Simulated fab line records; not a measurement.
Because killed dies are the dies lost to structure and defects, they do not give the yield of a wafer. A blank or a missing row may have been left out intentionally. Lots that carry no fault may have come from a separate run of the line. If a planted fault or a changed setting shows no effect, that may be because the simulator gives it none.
Which of the tools did it? / flow sky130 / 10 lots with 30 wafers sampled at 5 steps, on a route of 708 steps

WHAT EACH GAUGE READ, for each wafer
SKY_VIA4_OVL_MEAS_11. Usual: VIA4_OVL typically reads 0.2 nm, with standard deviation 1.3.
lot=L128; measured=day 43 06:27; on=overlay-01; VIA4_OVL (nm)=0.6 -0.7 -1.4; flag=
lot=L129; measured=day 43 13:26; on=overlay-02; VIA4_OVL (nm)=0.5 -1.2 -0.9; flag=
lot=L130; measured=day 44 00:02; on=overlay-02; VIA4_OVL (nm)=-0.7 0.4 1.5; flag=
lot=L131; measured=day 44 10:31; on=overlay-02; VIA4_OVL (nm)=0.7 -1.1 -1.0; flag=
lot=L133; measured=day 44 12:47; on=overlay-01; VIA4_OVL (nm)=0.2 1.5 0.4; flag=
lot=L132; measured=day 44 20:26; on=overlay-01; VIA4_OVL (nm)=0.2 0.7 0.9; flag=
lot=L134; measured=day 44 23:08; on=overlay-01; VIA4_OVL (nm)=0.2 1.1 1.5; flag=
lot=L135; measured=day 45 09:25; on=overlay-01; VIA4_OVL (nm)=-1.2 1.7 0.5; flag=
lot=L141; measured=day 46 20:02; on=overlay-01; VIA4_OVL (nm)=-0.2 -0.5 0.2; flag=
lot=L150; measured=day 48 23:28; on=overlay-01; VIA4_OVL (nm)=1.4 1.9 1.6; flag=

WHAT TOOL EACH LOT RAN ON (gives the tool, then ch and the chambers of the sampled wafers, and finally the start)
lot=L128; SKY_VIA3_SPUTTER_20=pvd-sputter-04, day 40 03:52; SKY_METAL4_SPUTTER_02=pvd-sputter-03, day 40 04:34; SKY_METAL4_ETCH_16=rie-metal-01 ch 0,1, day 42 05:58; SKY_METAL4_METAL_ETCH_18=rie-metal-02 ch 0,1, day 42 06:05
lot=L129; SKY_VIA3_SPUTTER_20=pvd-sputter-03, day 40 09:53; SKY_METAL4_SPUTTER_02=pvd-sputter-01, day 40 10:37; SKY_METAL4_ETCH_16=rie-metal-02 ch 0,1, day 42 12:34; SKY_METAL4_METAL_ETCH_18=rie-metal-04 ch 0,1, day 42 12:41
lot=L130; SKY_VIA3_SPUTTER_20=pvd-sputter-04, day 40 20:14; SKY_METAL4_SPUTTER_02=pvd-sputter-04, day 40 21:07; SKY_METAL4_ETCH_16=rie-metal-01 ch 0,1, day 42 23:10; SKY_METAL4_METAL_ETCH_18=rie-metal-04 ch 0,1, day 42 23:17
lot=L131; SKY_VIA3_SPUTTER_20=pvd-sputter-04, day 41 08:46; SKY_METAL4_SPUTTER_02=pvd-sputter-01, day 41 09:28; SKY_METAL4_ETCH_16=rie-metal-02 ch 0, day 43 10:28; SKY_METAL4_METAL_ETCH_18=rie-metal-04 ch 0,1, day 43 10:35
lot=L133; SKY_VIA3_SPUTTER_20=pvd-sputter-02, day 41 12:10; SKY_METAL4_SPUTTER_02=pvd-sputter-03, day 41 12:53; SKY_METAL4_ETCH_16=rie-metal-04 ch 0,1, day 43 13:01; SKY_METAL4_METAL_ETCH_18=rie-metal-01 ch 0,1, day 43 13:08
lot=L132; SKY_VIA3_SPUTTER_20=pvd-sputter-02, day 41 17:51; SKY_METAL4_SPUTTER_02=pvd-sputter-04, day 41 18:34; SKY_METAL4_ETCH_16=rie-metal-02 ch 0,1, day 43 20:07; SKY_METAL4_METAL_ETCH_18=rie-metal-04 ch 0, day 43 20:14
lot=L134; SKY_VIA3_SPUTTER_20=pvd-sputter-02, day 41 23:53; SKY_METAL4_SPUTTER_02=pvd-sputter-03, day 42 00:36; SKY_METAL4_ETCH_16=rie-metal-04 ch 0,1, day 43 23:33; SKY_METAL4_METAL_ETCH_18=rie-metal-01 ch 0,1, day 43 23:42
lot=L135; SKY_VIA3_SPUTTER_20=pvd-sputter-03, day 42 09:30; SKY_METAL4_SPUTTER_02=pvd-sputter-04, day 42 10:13; SKY_METAL4_ETCH_16=rie-metal-04 ch 0,1, day 44 10:00; SKY_METAL4_METAL_ETCH_18=rie-metal-01 ch 0,1, day 44 10:09
lot=L141; SKY_VIA3_SPUTTER_20=pvd-sputter-03, day 43 23:11; SKY_METAL4_SPUTTER_02=pvd-sputter-04, day 43 23:53; SKY_METAL4_ETCH_16=rie-metal-02 ch 0,1, day 45 21:37; SKY_METAL4_METAL_ETCH_18=rie-metal-04 ch 0,1, day 45 21:44
lot=L150; SKY_VIA3_SPUTTER_20=pvd-sputter-02, day 46 06:08; SKY_METAL4_SPUTTER_02=pvd-sputter-01, day 46 07:24; SKY_METAL4_ETCH_16=rie-metal-01 ch 0,1, day 48 01:04; SKY_METAL4_METAL_ETCH_18=rie-metal-02 ch 0,1, day 48 01:11
- SKY_VIA3_SPUTTER_20: material TiN, target thk 20 nm, time 80 s.
- SKY_METAL4_SPUTTER_02: material AlCu, target thk 735 nm, time 39.1 s.
- SKY_METAL4_ETCH_16: etches BARC in N2/H2, stops on SiO2, time 88.2 s, target depth 60 nm.
- SKY_METAL4_METAL_ETCH_18: etches the open film in Cl2/BCl3, stops on SiO2, target depth 845 nm, time 183.1 s.

AS READ BY THE TOOLS THEMSELVES (means over the sampled wafers that have a number; for cases with no such wafer, the mark the record gives instead)
SKY_VIA3_SPUTTER_20. Usual: throttle-valve-pct 29.9 %, standard deviation 0.65.
lot=L128; tool=pvd-sputter-04; throttle-valve-pct (%)=29.4; flag=
lot=L129; tool=pvd-sputter-03; throttle-valve-pct (%)=29.4; flag=
lot=L130; tool=pvd-sputter-04; throttle-valve-pct (%)=29.4; flag=
lot=L131; tool=pvd-sputter-04; throttle-valve-pct (%)=29.2; flag=
lot=L133; tool=pvd-sputter-02; throttle-valve-pct (%)=30.6; flag=
lot=L132; tool=pvd-sputter-02; throttle-valve-pct (%)=30.9; flag=
lot=L134; tool=pvd-sputter-02; throttle-valve-pct (%)=30.6; flag=
lot=L135; tool=pvd-sputter-03; throttle-valve-pct (%)=29.4; flag=
lot=L141; tool=pvd-sputter-03; throttle-valve-pct (%)=30.4; flag=
lot=L150; tool=pvd-sputter-02; throttle-valve-pct (%)=30.4; flag=

SKY_METAL4_SPUTTER_02. Usual: throttle-valve-pct 29.5 %, standard deviation 0.69.
lot=L128; tool=pvd-sputter-03; throttle-valve-pct (%)=29.6; flag=
lot=L129; tool=pvd-sputter-01; throttle-valve-pct (%)=29.5; flag=
lot=L130; tool=pvd-sputter-04; throttle-valve-pct (%)=29.6; flag=
lot=L131; tool=pvd-sputter-01; throttle-valve-pct (%)=28.5; flag=
lot=L133; tool=pvd-sputter-03; throttle-valve-pct (%)=29.7; flag=
lot=L132; tool=pvd-sputter-04; throttle-valve-pct (%)=29.3; flag=
lot=L134; tool=pvd-sputter-03; throttle-valve-pct (%)=30.1; flag=
lot=L135; tool=pvd-sputter-04; throttle-valve-pct (%)=29.3; flag=
lot=L141; tool=pvd-sputter-04; throttle-valve-pct (%)=29.2; flag=
lot=L150; tool=pvd-sputter-01; throttle-valve-pct (%)=28.7; flag=

SKY_METAL4_ETCH_16. Usual: chamber-pressure-mTorr 30.003 mTorr, standard deviation 0.027; drypump-motor-current-A 5.8 A, standard deviation 0.52; n2-flow-sccm 100.00 sccm, standard deviation 0.27; oes-product-au 0.626 a.u., standard deviation 0.0048; throttle-valve-pct 13.206 %, standard deviation 0.0087.
lot=L128; tool=rie-metal-01; chamber-pressure-mTorr (mTorr)=29.989; drypump-motor-current-A (A)=6.0; n2-flow-sccm (sccm)=99.86; oes-product-au (a.u.)=0.625; throttle-valve-pct (%)=13.200; flag=
lot=L129; tool=rie-metal-02; chamber-pressure-mTorr (mTorr)=30.006; drypump-motor-current-A (A)=6.1; n2-flow-sccm (sccm)=99.91; oes-product-au (a.u.)=0.626; throttle-valve-pct (%)=13.201; flag=
lot=L130; tool=rie-metal-01; chamber-pressure-mTorr (mTorr)=29.990; drypump-motor-current-A (A)=5.9; n2-flow-sccm (sccm)=100.25; oes-product-au (a.u.)=0.631; throttle-valve-pct (%)=13.206; flag=
lot=L131; tool=rie-metal-02; chamber-pressure-mTorr (mTorr)=30.001; drypump-motor-current-A (A)=6.6; n2-flow-sccm (sccm)=100.31; oes-product-au (a.u.)=0.624; throttle-valve-pct (%)=13.200; flag=
lot=L133; tool=rie-metal-04; chamber-pressure-mTorr (mTorr)=30.028; drypump-motor-current-A (A)=5.1; n2-flow-sccm (sccm)=100.19; oes-product-au (a.u.)=0.626; throttle-valve-pct (%)=13.208; flag=
lot=L132; tool=rie-metal-02; chamber-pressure-mTorr (mTorr)=30.008; drypump-motor-current-A (A)=6.3; n2-flow-sccm (sccm)=100.05; oes-product-au (a.u.)=0.626; throttle-valve-pct (%)=13.215; flag=
lot=L134; tool=rie-metal-04; chamber-pressure-mTorr (mTorr)=29.999; drypump-motor-current-A (A)=5.1; n2-flow-sccm (sccm)=100.09; oes-product-au (a.u.)=0.626; throttle-valve-pct (%)=13.199; flag=
lot=L135; tool=rie-metal-04; chamber-pressure-mTorr (mTorr)=29.995; drypump-motor-current-A (A)=5.2; n2-flow-sccm (sccm)=100.09; oes-product-au (a.u.)=0.624; throttle-valve-pct (%)=13.208; flag=
lot=L141; tool=rie-metal-02; chamber-pressure-mTorr (mTorr)=30.012; drypump-motor-current-A (A)=6.1; n2-flow-sccm (sccm)=100.00; oes-product-au (a.u.)=0.625; throttle-valve-pct (%)=13.192; flag=
lot=L150; tool=rie-metal-01; chamber-pressure-mTorr (mTorr)=30.003; drypump-motor-current-A (A)=6.0; n2-flow-sccm (sccm)=99.86; oes-product-au (a.u.)=0.631; throttle-valve-pct (%)=13.208; flag=

SKY_METAL4_METAL_ETCH_18. Usual: chamber-pressure-mTorr 10.000 mTorr, standard deviation 0.0093; drypump-motor-current-A 5.7 A, standard deviation 0.5; oes-product-au 0.868 a.u., standard deviation 0.0067; throttle-valve-pct 22.264 %, standard deviation 0.0093.
lot=L128; tool=rie-metal-02; chamber-pressure-mTorr (mTorr)=10.003; drypump-motor-current-A (A)=6.1; oes-product-au (a.u.)=0.874; throttle-valve-pct (%)=22.260; flag=
lot=L129; tool=rie-metal-04; chamber-pressure-mTorr (mTorr)=9.997; drypump-motor-current-A (A)=5.1; oes-product-au (a.u.)=0.869; throttle-valve-pct (%)=22.266; flag=
lot=L130; tool=rie-metal-04; chamber-pressure-mTorr (mTorr)=10.008; drypump-motor-current-A (A)=5.0; oes-product-au (a.u.)=0.862; throttle-valve-pct (%)=22.265; flag=
lot=L131; tool=rie-metal-04; chamber-pressure-mTorr (mTorr)=10.004; drypump-motor-current-A (A)=5.1; oes-product-au (a.u.)=0.860; throttle-valve-pct (%)=22.264; flag=
lot=L133; tool=rie-metal-01; chamber-pressure-mTorr (mTorr)=10.002; drypump-motor-current-A (A)=6.0; oes-product-au (a.u.)=0.862; throttle-valve-pct (%)=22.262; flag=
lot=L132; tool=rie-metal-04; chamber-pressure-mTorr (mTorr)=9.998; drypump-motor-current-A (A)=5.0; oes-product-au (a.u.)=0.868; throttle-valve-pct (%)=22.264; flag=
lot=L134; tool=rie-metal-01; chamber-pressure-mTorr (mTorr)=9.998; drypump-motor-current-A (A)=6.0; oes-product-au (a.u.)=0.866; throttle-valve-pct (%)=22.261; flag=
lot=L135; tool=rie-metal-01; chamber-pressure-mTorr (mTorr)=10.006; drypump-motor-current-A (A)=6.0; oes-product-au (a.u.)=0.866; throttle-valve-pct (%)=22.269; flag=
lot=L141; tool=rie-metal-04; chamber-pressure-mTorr (mTorr)=9.991; drypump-motor-current-A (A)=5.1; oes-product-au (a.u.)=0.885; throttle-valve-pct (%)=22.259; flag=
lot=L150; tool=rie-metal-02; chamber-pressure-mTorr (mTorr)=9.993; drypump-motor-current-A (A)=6.3; oes-product-au (a.u.)=0.873; throttle-valve-pct (%)=22.260; flag=

THE ANSWER, worked out from the rows above alone
Rule: a lot is off if the mean of its wafers that have a number lies more than 3 standard deviations from the usual mean. Also off: a lot with no number at a reading for which 4 or more lots have one. The other lots that the step has rows for count as sound. First the gauges in route order, then the tools' own readings, where a lot's mean is used as printed above. At the first step where some lot is off, the reading lying furthest off is the one used; lots without a number count as furthest.
None of the lots is off at any reading shown; this tells nothing.

WHAT WAS PUT IN BY THE SIMULATOR
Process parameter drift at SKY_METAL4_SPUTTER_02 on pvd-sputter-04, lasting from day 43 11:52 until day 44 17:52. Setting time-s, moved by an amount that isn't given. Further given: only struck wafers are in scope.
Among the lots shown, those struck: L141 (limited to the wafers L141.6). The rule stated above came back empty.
